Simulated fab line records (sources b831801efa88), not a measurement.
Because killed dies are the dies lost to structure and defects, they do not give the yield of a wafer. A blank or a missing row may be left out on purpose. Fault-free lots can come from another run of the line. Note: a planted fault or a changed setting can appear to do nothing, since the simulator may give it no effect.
fab line records + flow sky130
record
- lots=13
- wafers=39
- last-day=50
route steps=708 shown POLY_GATE@234 VIA4@640 METAL5@661 PAD_OPEN@708
lots untouched by any fault: they come from a run of this same line in which no faults occurred
start-h: start of the lot's first displayed wafer, in hours after the record's first day + wait-h: time in hours since the lot's previous step + " the same as in the row above + L1.1+2: a row that stands for several wafers + - value missing, or start not given + * or withheld: withheld + < > ~ a bound
route shown NAME@n: a module of which the file shows steps, and the number in the route of the first + usual: mean/standard deviation of fault-free wafers + same: alike in all rows + chamber/n: place in a boat + sites: the reading at each site + _std_site: the standard deviation of these + _edge_site: mean of outer sites minus mean of inner sites + radius-mm: how far each site lies from the wafer's centre + mask NAME#n: copy n + behind: tool/chamber where the wafer was last shaped + hold: what put the lot on hold/how long, in hours/how the hold closed + device: whichever transistor did not switch (one of n, p or np) + end of line: the same wafers' tests at the end of the route + a step with no rows: only its recipe + killed: dies lost to structure and defects at the first sort, not the wafer's yield + map: a wafer's dies, x killed, . not, _ none there
set.NAME: setting as actually run; set.NAME@STEP: the setting as run at that earlier step + model.NAME: the simulator's own value behind a step, which no gauge read
one table for each step of the route and one row for each wafer, over a sample of lots
services: from which hour (start-h, from the record's first day; less than 0 if before it) a tool's chamber was out of use, for how many hours, and why
## steps
# step SKY_POLY_GATE_OXIDATION_20
# recipe
- temp-c=850
- ambient=O2
- stabilise-s=600
- purge-s=300
- target-thk-a=40
- ox-time-s=899
# usual
- zone-power-lower-pct=16.62/0.23
- zone-power-top-pct=31.1/2.1
# same
- stabilise-s=600
| lot.wafer | tool       | chamber | start-h | wait-h | zone-power-lower-pct | zone-power-top-pct |
|-----------|------------|---------|---------|--------|----------------------|--------------------|
| L181.1    | furnace-02 | 0       | 362.84  | 3.9    | 16.09                | 28.8               |
| L181.3    | "          | 0       | "       | "      | 16.27                | 28.7               |
| L181.5    | "          | 0       | "       | "      | 16.39                | 29.1               |
| L182.3    | furnace-01 | 0       | 376.38  | 3.2    | 16.80                | 32.7               |
| L182.4    | "          | 0       | "       | "      | 16.63                | 32.8               |
| L182.5    | "          | 0       | "       | "      | 16.67                | 33.2               |
| L184.1    | furnace-01 | 0       | 419.13  | 1.7    | 16.45                | 32.7               |
| L184.3    | "          | 0       | "       | "      | 16.48                | 33.0               |
| L184.5    | "          | 0       | "       | "      | 16.94                | 33.0               |
| L185.3    | furnace-01 | 0       | 439.08  | 1.9    | 16.57                | 32.9               |
| L185.4    | "          | 0       | "       | "      | 16.98                | 32.7               |
| L185.6    | "          | 0       | "       | "      | 16.67                | 32.5               |
| L186.1    | furnace-01 | 0       | 439.08  | 2.1    | 16.86                | 32.4               |
| L186.3    | "          | 0       | "       | "      | 16.94                | 33.1               |
| L186.5    | "          | 0       | "       | "      | 16.51                | 32.5               |
| L188.1    | furnace-01 | 0       | 441.86  | 0.7    | 16.85                | 33.1               |
| L188.4    | "          | 0       | "       | "      | 16.45                | 32.8               |
| L188.6    | "          | 0       | "       | "      | 16.66                | 33.0               |
| L187.1    | furnace-01 | 0       | 443.11  | 1.2    | 16.78                | 32.7               |
| L187.2    | "          | 0       | "       | "      | 16.61                | 32.5               |
| L187.6    | "          | 0       | "       | "      | 16.66                | 33.3               |
| L189.2    | furnace-02 | 0       | 449.40  | 0.3    | 16.53                | 28.5               |
| L189.3    | "          | 0       | "       | "      | 16.27                | 28.5               |
| L189.5    | "          | 0       | "       | "      | 16.64                | 28.9               |
| L191.1    | furnace-02 | 0       | 466.03  | 2.1    | 16.53                | 28.6               |
| L191.2    | "          | 0       | "       | "      | 16.64                | 28.8               |
| L191.3    | "          | 0       | "       | "      | 16.30                | 28.3               |
| L193.2    | furnace-01 | 0       | 482.68  | 0.0    | 16.54                | 32.4               |
| L193.3    | "          | 0       | "       | "      | 16.89                | 33.0               |
| L193.6    | "          | 0       | "       | "      | 16.95                | 33.0               |
| L197.4    | furnace-01 | 0       | 506.47  | 0.0    | 16.88                | 33.1               |
| L197.5    | "          | 0       | "       | "      | 16.87                | 32.6               |
| L197.6    | "          | 0       | "       | "      | 16.58                | 32.6               |
| L198.2    | furnace-01 | 0       | 518.30  | 0.2    | 16.88                | 32.9               |
| L198.4    | "          | 0       | "       | "      | 16.64                | 32.9               |
| L198.5    | "          | 0       | "       | "      | 16.88                | 33.3               |
| L202.1    | furnace-02 | 0       | 556.72  | 0.0    | 16.49                | 28.8               |
| L202.4    | "          | 0       | "       | "      | 16.12                | 28.6               |
| L202.6    | "          | 0       | "       | "      | 16.72                | 28.7               |
# step SKY_VIA4_THK_MEAS_01
# recipe
- reads=SiO2_of_VIA4_HDPCVD_00
# usual
- VIA4_HDPCVD_THK=1754/16
| lot.wafer | tool          | chamber | start-h | wait-h | VIA4_HDPCVD_THK[nm] |
|-----------|---------------|---------|---------|--------|---------------------|
| L181.1    | film-metro-01 | -       | 969.39  | 0.1    | 1767                |
| L181.3    | "             | -       | "       | "      | 1766                |
| L181.5    | "             | -       | "       | "      | 1758                |
| L182.3    | film-metro-01 | -       | 994.75  | 0.1    | 1729                |
| L182.4    | "             | -       | "       | "      | 1712                |
| L182.5    | "             | -       | "       | "      | 1745                |
| L184.1    | film-metro-01 | -       | 1015.22 | 0.1    | 1740                |
| L184.3    | "             | -       | "       | "      | 1753                |
| L184.5    | "             | -       | "       | "      | 1745                |
| L185.3    | film-metro-01 | -       | 1031.65 | 0.1    | 1765                |
| L185.4    | "             | -       | "       | "      | 1754                |
| L185.6    | "             | -       | "       | "      | 1760                |
| L186.1    | film-metro-04 | -       | 1032.37 | 0.1    | 1742                |
| L186.3    | "             | -       | "       | "      | 1744                |
| L186.5    | "             | -       | "       | "      | 1765                |
| L188.1    | film-metro-01 | -       | 1032.90 | 0.1    | 1755                |
| L188.4    | "             | -       | "       | "      | 1769                |
| L188.6    | "             | -       | "       | "      | 1743                |
| L187.1    | film-metro-03 | -       | 1033.99 | 0.1    | 1762                |
| L187.2    | "             | -       | "       | "      | 1774                |
| L187.6    | "             | -       | "       | "      | 1775                |
| L189.2    | film-metro-01 | -       | 1039.32 | 0.1    | 1718                |
| L189.3    | "             | -       | "       | "      | 1750                |
| L189.5    | "             | -       | "       | "      | 1740                |
| L191.1    | film-metro-04 | -       | 1052.01 | 0.1    | 1736                |
| L191.2    | "             | -       | "       | "      | 1722                |
| L191.3    | "             | -       | "       | "      | 1772                |
| L193.2    | film-metro-04 | -       | 1058.84 | 0.2    | 1755                |
| L193.3    | "             | -       | "       | "      | 1729                |
| L193.6    | "             | -       | "       | "      | 1733                |
| L197.4    | film-metro-01 | -       | 1079.83 | 0.0    | 1795                |
| L197.5    | "             | -       | "       | "      | 1783                |
| L197.6    | "             | -       | "       | "      | 1794                |
| L198.2    | film-metro-03 | -       | 1087.43 | 0.1    | 1731                |
| L198.4    | "             | -       | "       | "      | 1771                |
| L198.5    | "             | -       | "       | "      | 1748                |
| L202.1    | film-metro-01 | -       | 1114.31 | 0.1    | 1747                |
| L202.4    | "             | -       | "       | "      | 1750                |
| L202.6    | "             | -       | "       | "      | 1755                |
# step SKY_METAL5_SPUTTER_00
# recipe
- material=Ti
- target-thk-nm=15
- power-w=3000
- time-s=10
- chamber-pressure-pa=0.4
# usual
- throttle-valve-pct=29.7/0.95
| lot.wafer | tool           | chamber | start-h | wait-h | throttle-valve-pct |
|-----------|----------------|---------|---------|--------|--------------------|
| L181.1    | pvd-sputter-03 | -       | 994.37  | 0.2    | 29.2               |
| L181.3    | "              | -       | "       | "      | 28.2               |
| L181.5    | "              | -       | "       | "      | 28.4               |
| L182.3    | pvd-sputter-03 | -       | 1019.13 | 0.1    | 29.9               |
| L182.4    | "              | -       | "       | "      | 29.1               |
| L182.5    | "              | -       | "       | "      | 28.4               |
| L184.1    | pvd-sputter-02 | -       | 1039.09 | 0.2    | 31.8               |
| L184.3    | "              | -       | "       | "      | 30.2               |
| L184.5    | "              | -       | "       | "      | 31.7               |
| L185.3    | pvd-sputter-01 | -       | 1055.25 | 0.2    | 29.8               |
| L185.4    | "              | -       | "       | "      | 28.5               |
| L185.6    | "              | -       | "       | "      | 29.6               |
| L186.1    | pvd-sputter-03 | -       | 1055.55 | 0.1    | 30.1               |
| L186.3    | "              | -       | "       | "      | 28.3               |
| L186.5    | "              | -       | "       | "      | 30.0               |
| L188.1    | pvd-sputter-02 | -       | 1055.74 | 0.1    | 31.5               |
| L188.4    | "              | -       | "       | "      | 30.1               |
| L188.6    | "              | -       | "       | "      | 30.1               |
| L187.1    | pvd-sputter-03 | -       | 1058.49 | 0.2    | 28.1               |
| L187.2    | "              | -       | "       | "      | 28.9               |
| L187.6    | "              | -       | "       | "      | 29.5               |
| L189.2    | pvd-sputter-03 | -       | 1062.87 | 0.2    | 30.0               |
| L189.3    | "              | -       | "       | "      | 28.9               |
| L189.5    | "              | -       | "       | "      | 28.7               |
| L191.1    | pvd-sputter-01 | -       | 1074.69 | 0.1    | 30.7               |
| L191.2    | "              | -       | "       | "      | 29.7               |
| L191.3    | "              | -       | "       | "      | 29.6               |
| L193.2    | pvd-sputter-01 | -       | 1081.53 | 0.1    | 29.6               |
| L193.3    | "              | -       | "       | "      | 29.8               |
| L193.6    | "              | -       | "       | "      | 28.8               |
| L197.4    | pvd-sputter-01 | -       | 1101.85 | 0.2    | 31.0               |
| L197.5    | "              | -       | "       | "      | 28.2               |
| L197.6    | "              | -       | "       | "      | 29.2               |
| L198.2    | pvd-sputter-01 | -       | 1109.59 | 0.2    | 29.4               |
| L198.4    | "              | -       | "       | "      | 31.0               |
| L198.5    | "              | -       | "       | "      | 29.9               |
| L202.1    | pvd-sputter-03 | -       | 1136.03 | 0.2    | 29.2               |
| L202.4    | "              | -       | "       | "      | 29.0               |
| L202.6    | "              | -       | "       | "      | 30.0               |
# step SKY_METAL5_DESCUM_14
# recipe
- chemistry=O2
- source-power-w=150
- bias-power-w=0
- pressure-mtorr=10
- temp-c=40
- time-s=11
# usual
- drypump-motor-current-A=5.48/0.16
- oes-product-au=1.004/0.0082
| lot.wafer | tool         | chamber | start-h | wait-h | drypump-motor-current-A | oes-product-au | rf-hours-counter-h |
|-----------|--------------|---------|---------|--------|-------------------------|----------------|--------------------|
| L181.1    | rie-metal-03 | 0       | 1016.29 | 0.1    | 5.22                    | 1.004          | 19                 |
| L181.3    | "            | 1       | "       | "      | 5.49                    | 0.981          | -                  |
| L181.5    | "            | 1       | "       | "      | 5.50                    | 0.990          | -                  |
| L182.3    | rie-metal-04 | 0       | 1041.20 | 0.1    | 5.63                    | 1.014          | -                  |
| L182.4    | "            | 1       | "       | "      | 5.51                    | 1.007          | -                  |
| L182.5    | "            | 1       | "       | "      | 5.55                    | 1.002          | -                  |
| L184.1    | rie-metal-03 | 1       | 1060.00 | 0.1    | 5.48                    | 0.988          | 23                 |
| L184.3    | "            | 1       | "       | "      | 5.49                    | 0.991          | -                  |
| L184.5    | "            | 1       | "       | "      | 5.48                    | 1.001          | -                  |
| L185.3    | rie-metal-02 | 0       | 1076.41 | 0.1    | 5.39                    | 1.016          | -                  |
| L185.4    | "            | 1       | "       | "      | 5.72                    | 1.010          | -                  |
| L185.6    | "            | 0       | "       | "      | 5.41                    | 1.016          | -                  |
| L186.1    | rie-metal-04 | 0       | 1076.64 | 0.1    | 5.63                    | 1.017          | 3                  |
| L186.3    | "            | 0       | "       | "      | 5.64                    | 1.014          | -                  |
| L186.5    | "            | 1       | "       | "      | 5.57                    | 1.017          | -                  |
| L188.1    | rie-metal-03 | 1       | 1076.70 | 0.1    | 5.50                    | 0.988          | 25                 |
| L188.4    | "            | 1       | "       | "      | 5.46                    | 0.995          | -                  |
| L188.6    | "            | 1       | "       | "      | 5.48                    | 0.993          | -                  |
| L187.1    | rie-metal-04 | 0       | 1079.14 | 0.1    | 5.65                    | 1.008          | 3                  |
| L187.2    | "            | 1       | "       | "      | 5.55                    | 0.998          | 11                 |
| L187.6    | "            | 1       | "       | "      | 5.50                    | 0.996          | -                  |
| L189.2    | rie-metal-03 | 0       | 1084.50 | 0.1    | 5.19                    | 1.009          | 1                  |
| L189.3    | "            | 0       | "       | "      | 5.23                    | 1.014          | -                  |
| L189.5    | "            | 1       | "       | "      | 5.50                    | 0.988          | -                  |
| L191.1    | rie-metal-04 | 1       | 1095.45 | 0.1    | 5.49                    | 1.003          | 12                 |
| L191.2    | "            | 0       | "       | "      | 5.64                    | 1.004          | 4                  |
| L191.3    | "            | 1       | "       | "      | 5.48                    | 1.007          | -                  |
| L193.2    | rie-metal-04 | 1       | 1102.09 | 0.1    | 5.49                    | 1.005          | 13                 |
| L193.3    | "            | 1       | "       | "      | 5.55                    | 1.004          | -                  |
| L193.6    | "            | 0       | "       | "      | 5.64                    | 1.006          | -                  |
| L197.4    | rie-metal-02 | 1       | 1122.90 | 0.1    | 5.71                    | 0.995          | -                  |
| L197.5    | "            | 1       | "       | "      | 5.74                    | 1.005          | -                  |
| L197.6    | "            | 0       | "       | "      | 5.43                    | 1.020          | -                  |
| L198.2    | rie-metal-04 | 0       | 1129.84 | 0.1    | 5.65                    | 1.008          | 7                  |
| L198.4    | "            | 0       | "       | "      | 5.65                    | 1.006          | -                  |
| L198.5    | "            | 0       | "       | "      | 5.65                    | 1.000          | -                  |
| L202.1    | rie-metal-04 | 0       | 1153.65 | 0.1    | 5.63                    | 1.005          | 8                  |
| L202.4    | "            | 1       | "       | "      | 5.53                    | 0.990          | -                  |
| L202.6    | "            | 0       | "       | "      | 5.64                    | 0.998          | -                  |
# step SKY_PAD_OPEN_PROBE_99
# usual
- killed_at_M0_to_M3=43/7.4
- killed_at_M4_up=3.1/1.8
- killed-at-contacts=26/5.6
- killed-at-front-end=15/4.9
- killed-at-other=0.2/0.44
- killed-dies=87/10
- killed-on-rim=17/3.7
- killed-open=48/7.6
- killed-short=39/6.2
# same
- gross-dies=492
- killed-at-back-side=0
| lot.wafer | tool      | chamber | start-h | wait-h | killed_at_M0_to_M3 | killed_at_M4_up | killed-at-contacts | killed-at-front-end | killed-at-other | killed-dies | killed-on-rim | killed-open | killed-short |
|-----------|-----------|---------|---------|--------|--------------------|-----------------|--------------------|---------------------|-----------------|-------------|---------------|-------------|--------------|
| L197.4    | prober-01 | -       | 1163.03 | 0.2    | 32                 | 2               | 25                 | 300                 | 0               | 359         | 69            | 32          | 35           |
| L197.5    | prober-01 | -       | 1163.08 | 0.2    | 30                 | 4               | 15                 | 335                 | 0               | 384         | 74            | 41          | 22           |
| L197.6    | prober-01 | -       | 1163.13 | 0.2    | 29                 | 1               | 26                 | 300                 | 1               | 357         | 65            | 36          | 30           |
| L198.2    | prober-02 | -       | 1169.21 | 0.1    | 30                 | 1               | 12                 | 324                 | 0               | 367         | 76            | 24          | 26           |
| L198.4    | prober-02 | -       | 1169.31 | 0.2    | 27                 | 0               | 14                 | 338                 | 0               | 379         | 79            | 30          | 19           |
| L198.5    | prober-02 | -       | 1169.36 | 0.2    | 25                 | 0               | 14                 | 312                 | 0               | 351         | 62            | 26          | 22           |
# killed by level:class
L197.4 POLY_GATE:unspecified=292 CONTACT:geometric-particle:short=9 VIA1:geometric-particle:open=9 LI_CONTACT:geometric-particle:open=5 LOCAL_INTERCONNECT:geometric-particle:short=5 METAL1:geometric-particle:short=4 POLY_GATE:geometric-particle:short=3 CONTACT:geometric-particle:open=3
L197.5 POLY_GATE:unspecified=321 VIA1:geometric-particle:open=10 POLY_GATE:geometric-particle:open=6 CONTACT:geometric-particle:open=6 VIA2:geometric-particle:open=6 VIA3:geometric-particle:open=6 FIELD_ISO:geometric-particle:open=4 LOCAL_INTERCONNECT:geometric-particle:short=3
L197.6 POLY_GATE:unspecified=290 CONTACT:geometric-particle:open=10 VIA1:geometric-particle:open=6 VIA2:geometric-particle:open=6 VIA3:geometric-particle:open=5 LI_CONTACT:geometric-particle:short=5 LI_CONTACT:geometric-particle:open=5 VIA1:geometric-particle:short=4
L198.2 POLY_GATE:unspecified=317 VIA1:geometric-particle:open=8 METAL1:geometric-particle:short=5 VIA1:geometric-particle:short=5 CONTACT:geometric-particle:short=4 METAL2:geometric-particle:short=4 LI_CONTACT:geometric-particle:open=3 CONTACT:geometric-particle:open=3
L198.4 POLY_GATE:unspecified=330 VIA1:geometric-particle:open=7 CONTACT:geometric-particle:open=6 VIA2:geometric-particle:open=4 VIA3:geometric-particle:open=4 METAL2:geometric-particle:short=3 FIELD_ISO:geometric-particle:open=2 FIELD_ISO:geometric-particle:short=2
L198.5 POLY_GATE:unspecified=303 CONTACT:geometric-particle:open=6 VIA3:geometric-particle:open=5 VIA1:geometric-particle:open=4 VIA2:geometric-particle:short=4 VIA2:geometric-particle:open=4 FIELD_ISO:geometric-particle:short=3 CONTACT:geometric-particle:short=3
## services
| tool         | chamber | start-h | hours | kind   |
|--------------|---------|---------|-------|--------|
| furnace-01   | -       | 355.71  | 16.6  | pm     |
| furnace-01   | -       | 382.18  | 2.6   | pm     |
| rie-metal-04 | -       | 437.39  | 0.5   | repair |
| furnace-01   | -       | 460.34  | 4.6   | pm     |
| furnace-01   | -       | 495.99  | 8.4   | repair |
| rie-metal-04 | 1       | 499.17  | 3.1   | repair |
| rie-metal-04 | -       | 519.71  | 0.3   | repair |
| rie-metal-04 | -       | 569.42  | 0.4   | repair |
| furnace-01   | -       | 618.84  | 21.7  | pm     |
| rie-metal-04 | 1       | 634.69  | 19.9  | repair |
| furnace-01   | -       | 640.53  | 4.0   | pm     |
| furnace-01   | -       | 662.71  | 4.1   | pm     |
| rie-metal-04 | -       | 679.80  | 14.6  | pm     |
| rie-metal-04 | 1       | 698.22  | 6.3   | repair |
| furnace-01   | -       | 732.53  | 3.1   | pm     |
| furnace-01   | -       | 797.32  | 3.1   | pm     |
| rie-metal-04 | -       | 817.85  | 1.0   | repair |
| rie-metal-04 | -       | 844.59  | 1.9   | repair |
| rie-metal-04 | -       | 866.96  | 0.1   | repair |
| furnace-01   | -       | 891.83  | 10.3  | repair |
| furnace-01   | -       | 946.68  | 2.4   | pm     |
| rie-metal-04 | -       | 957.90  | 1.4   | pm     |
| furnace-01   | -       | 964.23  | 3.9   | pm     |
| furnace-01   | -       | 1132.23 | 4.0   | pm     |
## key
first-sign
- step=SKY_PAD_OPEN_PROBE_99
- reading=killed-at-front-end
- direction=up
- sigmas=62
- usual=15
- struck=318
effect
- step=SKY_PAD_OPEN_PROBE_99
- reading=killed-dies
- direction=up
- sigmas=27
- usual=87
- struck=366
met-at SKY_POLY_GATE_OXIDATION_20
struck-lots L197,L198
tester-left-out L197,L198
not-acting-at SKY_VIA4_THK_MEAS_01,SKY_METAL5_SPUTTER_00,SKY_METAL5_DESCUM_14
onset-between 482.68 506.47
fault
- kind=chamber-particle-source
- tool=furnace-01
- chamber=-
- onset-h=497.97
- steps=SKY_POLY_GATE_OXIDATION_20
- rate-per-visit-cm2=2.1983
- end-h=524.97
# tester-left-out: of these lots the tester's yield and bins aren't shown, on N5 and GAA mostly nor the transistor test; their killed dies are dies lost to structure and defects alone, not to doping, threshold or leakage, so they don't give the yield
